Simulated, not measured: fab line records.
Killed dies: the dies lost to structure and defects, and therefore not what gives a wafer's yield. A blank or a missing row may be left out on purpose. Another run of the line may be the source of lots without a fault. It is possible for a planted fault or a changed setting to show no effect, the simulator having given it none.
Split-lot trial -- flow sky130 -- on a route of 708 steps: 5 lots, 23 wafers read

## ABOUT THE SPLIT
At SKY_VIA3_EXPOSE_09 (exposes mask VIM3, target cd 200 nm), the setting doseMj was moved away from the recipe's 38 on 6 of the 23 wafers read, by -7.0% to +4.7%. The other wafers ran this setting at the recipe's value.

## FROM THE SPLIT TO THE READING: what the file shows between them, 2 steps
- SKY_VIA3_PEB_10
- SKY_VIA3_DEVELOP_11: develop time 60 s

## THE READING
cdNm (nm) at SKY_VIA3_CD_MEAS_12, where the cd target is 200 nm. Typical for fault-free wafers on this fab line: 199.8 nm, with standard deviation 1.5 nm.

wafer,"tool, chamber at the split",doseMj as run,against the recipe,"cdNm, nm",against lot-mates on the recipe
L074.1,"krfScanner-02, 0",38,recipe,201.3,-
L074.2,"krfScanner-02, 0",38,recipe,200.9,-
L074.4,"krfScanner-02, 0",35.35,-7.0%,187.5,-13.6
L074.5,"krfScanner-02, 0",35.35,-7.0%,187.9,-13.2
L074.6,"krfScanner-02, 0",38,recipe,201.2,-
L078.1,"krfScanner-01, 0",38,recipe,200.1,-
L078.2,"krfScanner-01, 0",38,recipe,201.7,-
L078.3,"krfScanner-01, 0",38,recipe,199.6,-
L078.5,"krfScanner-01, 0",38,recipe,200.1,-
L078.6,"krfScanner-01, 0",38,recipe,200.0,-
L079.1,"krfScanner-02, 0",38,recipe,198.9,-
L079.4,"krfScanner-02, 0",38,recipe,200.0,-
L079.5,"krfScanner-02, 0",38,recipe,200.3,-
L080.1,"krfScanner-02, 0",38,recipe,202.2,-
L080.2,"krfScanner-02, 0",36.9,-2.9%,195.9,-6.1
L080.4,"krfScanner-02, 0",38,recipe,202.1,-
L080.5,"krfScanner-02, 0",38,recipe,201.6,-
L080.6,"krfScanner-02, 0",36.9,-2.9%,195.1,-6.9
L082.2,"krfScanner-01, 0",38,recipe,201.5,-
L082.3,"krfScanner-01, 0",39.77,+4.7%,210.5,+9.3
L082.4,"krfScanner-01, 0",39.77,+4.7%,209.8,+8.6
L082.5,"krfScanner-01, 0",38,recipe,199.9,-
L082.6,"krfScanner-01, 0",38,recipe,202.3,-

THE FIT
A straight line over all 23 wafers: cdNm changes by +1.91 nm for each +1% of doseMj; r = +0.98; the points scatter about the line by 0.92 nm.
The same after taking each lot's own level away (the mean of its wafers on the recipe; 23 wafers): +1.95 nm for each +1%; r = +0.99; scatter 0.65 nm.
Per that fit: largest doseMj move, reading shift of 14 nm.
The span of the lots' own levels, 199.73 to 201.97 nm, comes to 1.5 times the standard deviation stated above.
The two slopes are in agreement: the lot-to-lot level therefore moves the slope only a little.
Check: with one of the wafers moved furthest among these (-7.0%) left out of the fit, the line predicts -13.7 nm for it against its lot-mates. It came out at -13.6 nm against them.

## ADDITIONAL SPLITS CARRIED BY THESE WAFERS
Other splits were also applied to these wafers ahead of the reading. Each is held against what the fit with the lots' levels taken away leaves over:
other split on the same wafers,wafers away from the commonest value,r with cdNm (lot level and that fit taken away)
SKY_CAPM_SPUTTER_02 timeS,11,-0.04
SKY_CAPM_METAL_ETCH_13 timeS,7,-0.37
SKY_METAL3_EXPOSE_10 doseMj,11,-0.08
SKY_METAL3_ETCH_17 biasW,7,-0.01
SKY_VIA3_CMP_02 leaveAboveRefNm,7,-0.48

## THE WHOLE CHAIN: every reading that the file lists as answering this split, in the file's order
step,what it does,reading,change (the file's fit),r (the file's)
SKY_VIA3_CD_MEAS_12,target cd 200 nm,cdNm,+1.96 nm for each +1% of the setting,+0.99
SKY_VIA3_ETCH_14,"etches BARC in N2/H2, stops on SiO2, time 45.9 s, target depth 60 nm","VIA3.cdNm (the simulator's own value, which no gauge read)",+2 nm for each +1% of the setting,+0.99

## THE FILE'S OWN FIT
cdNm changes by +1.96 nm for each +1% of doseMj, r = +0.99.
